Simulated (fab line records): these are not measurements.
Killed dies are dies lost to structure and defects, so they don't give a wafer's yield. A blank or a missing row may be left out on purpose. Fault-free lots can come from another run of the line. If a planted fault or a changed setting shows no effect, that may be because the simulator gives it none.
Code-filled problem report in 8D (eight disciplines) form / flow sky130 / the parts of the form that need people (team, actions taken, sign-off) are left out

## 1. WHAT WENT WRONG
Wafers free of any fault read 372.5 (standard deviation 1.7) for PWDE_TW at SKY_PWDE_TW_MEAS_10, against a mean of 390.2 on 6 wafers of 2 lots. Measured from the usual mean, that is +10 standard deviations.
Seen first at day 7 04:33 on film metro-01, wafer L976.1. Wafers with a number at this step in the record: 36, from 12 lots. Rule for "out", or "out of limits": more than 4 standard deviations from the usual mean. Any other wafer with a number is counted as sound.

## 2. WHAT IT IS, AND WHAT IT ISN'T
question=which readings at this step | is=PWDE_TW | is not=-
question=which lots | is=L976, L978 | is not=L963, L964, L965, L966, L968, L979, L980, L981, L983, L984
question=which wafers of those lots | is=all that have a number | is not=-
question=read on which gauges | is=film metro-01, film metro-03 | is not=film metro-04
question=when | is=from day 7 04:33 | is not=up to then (15 sound wafers); but 15 sound wafers of L979, L980, L981, L983, L984 came after

## 3. THE SUSPECTS, EACH WITH WHAT RULES IT OUT
Counting: a tool at a process step up to the reading stays a suspect if it ran every lot that is out and no sound lot after the first of them.
- the gauge at SKY_PWDE_TW_MEAS_10: ruled out. The wafers that are out were read on 2 gauges (film metro-01, film metro-03).
- implanter-01 at SKY_PWDE_IMPLANT_08: kept. All lots that are out passed through it, beginning with L976 at day 7 04:18, and no sound lot followed; its final sound lot before that point was L965 at day 4 15:38. On those wafers its own readings are out: beam on s, end station pressure torr, faraday current uA.
After counting, what remains is implanter-01 at SKY_PWDE_IMPLANT_08.

## 4. THE CAUSE (what the simulator had put in)
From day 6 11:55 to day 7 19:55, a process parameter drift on implanter-01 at SKY_PWDE_IMPLANT_08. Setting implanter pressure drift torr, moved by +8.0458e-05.
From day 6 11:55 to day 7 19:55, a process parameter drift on implanter-01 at SKY_PWDE_IMPLANT_08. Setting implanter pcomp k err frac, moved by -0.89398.
The count eliminated every tool but this one.

## 5. THE CHAIN OF EFFECTS, in route order
Each row: a reading whose mean over the struck wafers that have a number lies more than 3 standard deviations from the usual. Only readings for which the record gives a usual standard deviation are gone through. hours: the time from each lot's start at the first step in this table that gives one to its start at this step, as a median over the lots. sigmas: the change in usual standard deviations.
hours=0; step=SKY_PWDE_IMPLANT_08; reading=beam on s; usual=10.01 s; on struck wafers=11.75; change=+1.74; sigmas=+9.1
hours=0; step=SKY_PWDE_IMPLANT_08; reading=end station pressure torr; usual=5.03e-06 Torr; on struck wafers=8.92e-05; change=+8.42e-05; sigmas=+99 or more
hours=0; step=SKY_PWDE_IMPLANT_08; reading=faraday current uA; usual=20.3; on struck wafers=17.1; change=-3.2; sigmas=-8.6
hours=0; step=SKY_PWDE_TW_MEAS_10; reading=PWDE_TW; usual=372.5; on struck wafers=390.2; change=+17.7; sigmas=+10
hours=43; step=SKY_NWELL_RS_MEAS_31; reading=PWDE_RS; usual=5274 ohm/sq; on struck wafers=4680; change=-594; sigmas=-28
Process steps it contains:
- SKY_PWDE_IMPLANT_08
At these later measuring or inspecting steps, every struck wafer for which the step has a row has a number for every such reading, and none has moved that far: SKY_VT_ADJUST_NCORE_OVL_MEAS_08, SKY_VT_ADJUST_NCORE_TW_MEAS_11.

## 6. HOW IT WOULD HAVE BEEN CAUGHT EARLIER
Counted from the fault's start at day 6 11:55, it took 17 hours until the first out-of-limits reading at a measuring or inspecting step in this record, taken at day 7 04:33.
At SKY_PWDE_IMPLANT_08, the tool's own readings (beam on s, end station pressure torr, faraday current uA) were out on each struck wafer the step has a row for, so an alarm limit on them would have fired on the first such wafer.
L978, from the lots that are out (2), started SKY_PWDE_IMPLANT_08 on implanter-01 later than day 7 04:33. Holding the tool at that time would have saved it.
